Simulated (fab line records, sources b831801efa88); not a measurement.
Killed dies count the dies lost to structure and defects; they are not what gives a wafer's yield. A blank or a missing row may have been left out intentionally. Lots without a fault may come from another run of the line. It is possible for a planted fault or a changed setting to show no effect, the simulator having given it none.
Which tool was responsible?	flow sky130	route of 708 steps, sampled at 1 step: 12 lots, 36 wafers

== WHAT THE GAUGES READ, wafer by wafer ==
SKY_CONTACT_BOW_MEAS_05.
lot	measured	on	CONTACT_BOW (um)
L075	day 30 23:09	film-metro-02	90 84 87
L077	day 31 16:19	film-metro-04	74 78 80
L079	day 32 10:35	film-metro-03	81 86 70
L081	day 33 08:52	film-metro-03	80 86 73
L083	day 33 15:53	film-metro-03	92 84 73
L085	day 34 11:13	film-metro-03	70 81 77
L087	day 35 06:44	film-metro-03	95 74 86
L089	day 35 20:00	film-metro-02	89 72 79
L091	day 36 07:27	film-metro-04	75 79 70
L093	day 36 18:10	film-metro-04	83 84 88
L095	day 37 14:34	film-metro-04	86 83 81
L097	day 38 03:25	film-metro-02	81 86 79

== WHICH TOOL RAN EACH LOT (tool, then ch and the chambers of the sampled wafers, then the start) ==
Before these readings, the record contains no process step.

== THE ANSWER, worked out from the rows above alone ==
Rule: usual is defined by the lots themselves. Put in order of their means at a reading, lots are off if they are a third of the lots or fewer, leave a main group of 4 or more, and stand apart from it by a gap of 3 or more times the standard deviation of the main group's means; of several such gaps the widest counts. A main group is skipped when, at the precision printed for the reading in the tables above, its means are all equal. A lot without any number at a reading at which 4 lots or more have one is off too. Where the step has rows for the other lots, those lots are counted as sound.
Nothing can be told from this: no lot is off at any reading shown.

== WHAT THE SIMULATOR HAD PUT IN ==
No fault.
